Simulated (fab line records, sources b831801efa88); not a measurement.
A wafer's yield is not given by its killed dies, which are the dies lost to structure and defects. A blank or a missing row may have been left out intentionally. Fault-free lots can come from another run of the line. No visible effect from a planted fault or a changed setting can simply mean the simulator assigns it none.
Which tool was responsible? -- flow gf180mcu -- 11 lots with 33 wafers sampled at 6 steps, on a route of 602 steps

## WHAT THE GAUGES READ, wafer by wafer
GF_V4_OVL_MEAS_15.
lot,measured,on,V4_OVL (nm)
L964,day 24 21:58,overlay-02,4 3 -3
L968,day 26 03:59,overlay-01,-5 -3 -8
L971,day 27 06:29,overlay-01,8 11 8
L975,day 28 15:46,overlay-02,5 4 4
L976,day 28 16:53,overlay-02,-7 -8 -9
L978,day 29 10:04,overlay-01,0 8 8
L982,day 30 13:31,overlay-02,-4 -8 -9
L983,day 30 18:11,overlay-02,-2 2 2
L984,day 30 21:31,overlay-02,-13 -12 -10
L985,day 30 23:55,overlay-02,12 9 10
L986,day 31 09:53,overlay-02,4 2 -4

GF_MIM_RS_MEAS_10: measurement is done with a four-point probe.
lot,measured,on,MIM_ALCU_RS (ohm/sq)
L964,day 24 23:47,film_metro-02,0.1609 0.1629 0.1645
L968,day 26 05:50,film_metro-04,0.1595 0.1580 0.1591
L971,day 27 08:19,film_metro-02,0.1676 0.1589 0.1601
L975,day 28 17:35,film_metro-02,0.1626 0.1574 0.1616
L976,day 28 18:42,film_metro-04,0.1631 0.1626 0.1623
L978,day 29 11:54,film_metro-04,0.1584 0.1582 0.1586
L982,day 30 15:19,film_metro-02,0.1590 0.1572 0.1599
L983,day 30 20:02,film_metro-03,0.1598 0.1597 0.1599
L984,day 30 23:20,film_metro-02,0.1598 0.1596 0.1598
L985,day 31 01:44,film_metro-03,0.1606 0.1598 0.1614
L986,day 31 11:51,film_metro-02,0.1616 0.1615 0.1609

GF_MIM_THK_MEAS_11: measures by xrf.
lot,measured,on,MIM_ALCU_THK (nm)
L964,day 24 23:54,film_metro-02,203.6 199.6 197.1
L968,day 26 05:58,film_metro-04,203.6 205.3 203.1
L971,day 27 08:25,film_metro-02,194.3 204.2 202.8
L975,day 28 17:42,film_metro-02,200.5 204.9 200.1
L976,day 28 18:49,film_metro-04,198.4 199.1 199.1
L978,day 29 12:01,film_metro-04,204.4 204.5 203.6
L982,day 30 15:26,film_metro-02,203.8 206.8 203.8
L983,day 30 20:09,film_metro-03,202.6 202.3 203.2
L984,day 30 23:27,film_metro-02,203.6 203.7 203.5
L985,day 31 01:52,film_metro-03,201.1 204.2 200.8
L986,day 31 11:58,film_metro-02,200.8 201.7 203.4

## EACH LOT AND THE TOOL THAT RAN IT (in order: tool; ch and the chambers of the sampled wafers; start)
lot,GF_M4_SPUTTER_00,GF_V4_CVD_02,GF_MIM_SPUTTER_08
L964,"pvd_sputter-02, day 23 00:32","pecvd-01 ch 0,2, day 23 23:46","pvd_sputter-02, day 24 23:43"
L968,"pvd_sputter-01, day 24 07:05","pecvd-02 ch 1,2, day 25 06:18","pvd_sputter-01, day 26 05:47"
L971,"pvd_sputter-04, day 25 11:04","pecvd-03 ch 0,1, day 26 09:22","pvd_sputter-01, day 27 08:14"
L975,"pvd_sputter-02, day 26 23:17","pecvd-02 ch 0,1,2, day 27 20:14","pvd_sputter-02, day 28 17:31"
L976,"pvd_sputter-04, day 27 00:25","pecvd-01 ch 0,2, day 27 21:07","pvd_sputter-02, day 28 18:39"
L978,"pvd_sputter-02, day 27 17:58","pecvd-01 ch 0,1, day 28 14:14","pvd_sputter-02, day 29 11:50"
L982,"pvd_sputter-01, day 28 22:50","pecvd-01 ch 1,2, day 29 18:53","pvd_sputter-02, day 30 15:16"
L983,"pvd_sputter-04, day 29 03:25","pecvd-02 ch 1,2, day 29 23:23","pvd_sputter-03, day 30 19:58"
L984,"pvd_sputter-01, day 29 07:38","pecvd-01 ch 0,2, day 30 03:19","pvd_sputter-03, day 30 23:16"
L985,"pvd_sputter-02, day 29 09:28","pecvd-02 ch 0,1,2, day 30 05:30","pvd_sputter-03, day 31 01:41"
L986,"pvd_sputter-02, day 29 19:48","pecvd-02 ch 0,2, day 30 15:25","pvd_sputter-03, day 31 11:46"
- GF_M4_SPUTTER_00: material Ti, target thk 37.5 nm, time 150 s.
- GF_V4_CVD_02: deposits SiO2 from TEOS, target thk 850 nm, time 94.851 s.
- GF_MIM_SPUTTER_08: material AlCu, target thk 200 nm, time 10.6 s.

## AS READ BY THE TOOLS THEMSELVES (means over the sampled wafers that have a number; for cases with no such wafer, the mark the record gives instead)
GF_M4_SPUTTER_00.
lot,tool,cathode_dc_power_W (W),throttle_valve_pct (%)
L964,pvd_sputter-02,4000.5,30.6
L968,pvd_sputter-01,3999.5,29.1
L971,pvd_sputter-04,4000.1,30.3
L975,pvd_sputter-02,3999.8,30.6
L976,pvd_sputter-04,4000.3,30.7
L978,pvd_sputter-02,4000.2,30.5
L982,pvd_sputter-01,4000.5,28.9
L983,pvd_sputter-04,3999.3,30.5
L984,pvd_sputter-01,3999.4,29.2
L985,pvd_sputter-02,3999.2,29.8
L986,pvd_sputter-02,3999.3,29.6

GF_V4_CVD_02.
lot,tool,heater_power_outer_w (W),heater_power_w (W)
L964,pecvd-01,351,632
L968,pecvd-02,326,578
L971,pecvd-03,387,703
L975,pecvd-02,427,680
L976,pecvd-01,361,660
L978,pecvd-01,404,689
L982,pecvd-01,402,718
L983,pecvd-02,351,597
L984,pecvd-01,371,652
L985,pecvd-02,352,590
L986,pecvd-02,365,600

GF_MIM_SPUTTER_08.
lot,tool,cathode_dc_power_W (W),throttle_valve_pct (%)
L964,pvd_sputter-02,10600,29.3
L968,pvd_sputter-01,10600,29.2
L971,pvd_sputter-01,10417,30.1
L975,pvd_sputter-02,10600,29.8
L976,pvd_sputter-02,10600,29.6
L978,pvd_sputter-02,10600,28.4
L982,pvd_sputter-02,10598,29.5
L983,pvd_sputter-03,10601,29.8
L984,pvd_sputter-03,10598,30.1
L985,pvd_sputter-03,10600,29.8
L986,pvd_sputter-03,10601,29.6

## THE ANSWER, worked out from the rows above alone
Rule: the lots themselves supply what counts as usual. The widest of any qualifying gaps counts: lots, ordered by their means at a reading, are off when they make up no more than a third of the lots, leave a main group of 4 or more, and stand apart from it by 3 or more times the standard deviation of that group's means. A main group is skipped when, at the precision printed for the reading in the tables above, its means are all equal. Also off: a lot with no number at a reading for which 4 or more lots have one. Where the step has rows for the other lots, those lots are counted as sound. Order of review: gauges by route order, followed by the tools' own readings, for which a lot's mean as printed above is used. At the first step where some lot is off, the reading lying furthest off is the one used; lots without a number count as furthest.
Off, at GF_MIM_SPUTTER_08 on cathode_dc_power_W: L971. Mean 10600 W and standard deviation 0.98 in the main group.
If a tool, at that step or one of the process steps before it, ran each lot that is off and ran no sound lot following the first of them, it fits. Undecided on this evidence; 2 tools fit (pecvd-03 at GF_V4_CVD_02, pvd_sputter-01 at GF_MIM_SPUTTER_08).

## WHAT THE SIMULATOR PUT IN
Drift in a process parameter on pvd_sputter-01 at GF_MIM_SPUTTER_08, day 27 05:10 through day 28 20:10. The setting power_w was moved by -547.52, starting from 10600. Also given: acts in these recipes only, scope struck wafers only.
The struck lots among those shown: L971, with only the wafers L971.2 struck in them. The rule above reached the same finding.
